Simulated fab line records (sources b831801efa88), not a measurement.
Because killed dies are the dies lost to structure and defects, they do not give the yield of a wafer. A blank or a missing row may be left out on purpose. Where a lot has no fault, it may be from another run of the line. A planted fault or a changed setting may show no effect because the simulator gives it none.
Problem report, 8D (eight disciplines) form, completed by code | flow sky130 | the parts of the form that need people (team, actions taken, sign-off) are left out

1. THE PROBLEM
dose-ions-cm2 at SKY_NWELL_IMPLANT_24 reads a mean of 9.982e+12 on 6 wafers of 2 lots; wafers without a fault read 9.199e+12 with a standard deviation of 1.1e+10. That puts it +71 standard deviations away from the usual mean.
First observed at day 7 12:35: wafer L681.1, on implanter-03. The record holds 36 wafers of 12 lots with a number at this step. Rule for "out" (also "out of limits"): further than 4 standard deviations from the usual mean. All remaining wafers that have a number are taken as sound.

2. WHAT IT IS; WHAT IT IS NOT
question                    | is                     | is not
which readings at this step | dose-ions-cm2          | -
which lots                  | L681, L682             | L672, L674, L684, L689, L690, L691, L692, L693, L694, L695
which wafers of those lots  | all that have a number | -
read on which tools         | implanter-03           | implanter-01, implanter-02
when                        | from day 7 12:35       | up to then (6 sound wafers); but 24 sound wafers of L684, L689, L690, L691, L692, L693, L694, L695 came after

3. SUSPECTS, AND WHAT RULES EACH OUT
Counting: a tool at any process step up to the reading remains a suspect when it ran all the lots that are out and ran no sound lot after the first of those.
- implanter-03 at SKY_NWELL_IMPLANT_24: ruled out as a lasting fault. Sound lots L694 ran on it after its first lot that is out, L681 (day 7 12:35).
Left after counting: nothing in the record.

4. THE CAUSE (what the simulator had put in)
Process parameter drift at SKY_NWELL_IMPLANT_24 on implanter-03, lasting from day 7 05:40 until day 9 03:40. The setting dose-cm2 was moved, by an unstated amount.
Counting ruled it out, wrongly.

5. THE CHAIN OF EFFECTS, in route order
Rows list readings where the struck wafers' mean (over those with a number) sits beyond 3 standard deviations from the usual. Only readings whose record carries a usual standard deviation are examined. hours: median over the lots of the time between each lot's start at the first step of this table that gives one and its start at this step. sigmas: the change, counted in usual standard deviations.
hours | step                 | reading            | usual     | on struck wafers | change     | sigmas
0     | SKY_NWELL_IMPLANT_24 | dose-ions-cm2      | 9.199e+12 | 9.982e+12        | +7.825e+11 | +71
0     | SKY_NWELL_IMPLANT_24 | faraday-current-uA | 51.9      | 55.9             | +4.0       | +3.7
Its process steps:
- SKY_NWELL_IMPLANT_24
At these later measuring or inspecting steps, every struck wafer for which the step has a row has a number for every such reading, and none has moved that far: SKY_NWELL_TW_MEAS_26, SKY_VT_ADJUST_PCH_OVL_MEAS_07.

6. HOW IT WOULD HAVE BEEN CAUGHT EARLIER
First out-of-limits reading in this record: day 7 12:35, which is 7 hours after fault onset at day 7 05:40.
